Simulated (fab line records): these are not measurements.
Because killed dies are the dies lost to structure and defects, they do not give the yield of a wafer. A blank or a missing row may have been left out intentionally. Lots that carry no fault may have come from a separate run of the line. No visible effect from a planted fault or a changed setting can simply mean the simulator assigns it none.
Chamber matching / flow sky130 / SKY_CAPM_CVD_00 on pecvd-04: 3 sister chambers
The step deposits SiO2, target thk 15.5 nm. 3 wafers are shown with their chamber, then 12 later ones without.

## WAFERS, EACH WITH ITS CHAMBER
wafer=L085.4; chamber=1; heater-power-w (W)=586
wafer=L085.5; chamber=0; heater-power-w (W)=679
wafer=L085.6; chamber=2; heater-power-w (W)=885

## WAFERS WITH NO CHAMBER GIVEN
wafer=L089.2; heater-power-w (W)=835
wafer=L089.3; heater-power-w (W)=652
wafer=L089.5; heater-power-w (W)=846
wafer=L092.3; heater-power-w (W)=733
wafer=L092.4; heater-power-w (W)=683
wafer=L092.6; heater-power-w (W)=690
wafer=L093.1; heater-power-w (W)=826
wafer=L093.2; heater-power-w (W)=672
wafer=L093.3; heater-power-w (W)=689
wafer=L096.1; heater-power-w (W)=906
wafer=L096.3; heater-power-w (W)=914
wafer=L096.4; heater-power-w (W)=556

## THE CHAMBER EACH PASSED THROUGH
wafer=L089.2; from the rows above=2; in truth=2
wafer=L089.3; from the rows above=can't be placed: 0 or 1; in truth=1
wafer=L089.5; from the rows above=2; in truth=2
wafer=L092.3; from the rows above=0; in truth=0
wafer=L092.4; from the rows above=0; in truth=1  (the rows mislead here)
wafer=L092.6; from the rows above=0; in truth=0
wafer=L093.1; from the rows above=2; in truth=2
wafer=L093.2; from the rows above=0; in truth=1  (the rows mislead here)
wafer=L093.3; from the rows above=0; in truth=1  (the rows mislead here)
wafer=L096.1; from the rows above=2; in truth=2
wafer=L096.3; from the rows above=2; in truth=2
wafer=L096.4; from the rows above=1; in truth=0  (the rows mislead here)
Correctly placed: 7 of 12. From these rows, 1 cannot be placed; in 1 the true chamber is one of the candidates. 4 placed wrongly.
How it was worked out, from the rows above alone: a wafer's distance from a chamber is the root of the sum, over the readings, of the square of ((its reading less the chamber's mean) divided by the reading's scatter). The wafer belongs to the nearest chamber; if the next one is less than 2 further off, it can't be placed. For every chamber, the mean is computed from those of its wafers that are shown. The scatter: with one shown wafer a chamber, the root of the mean of the squares of how far each hidden wafer lies from its nearest shown one.
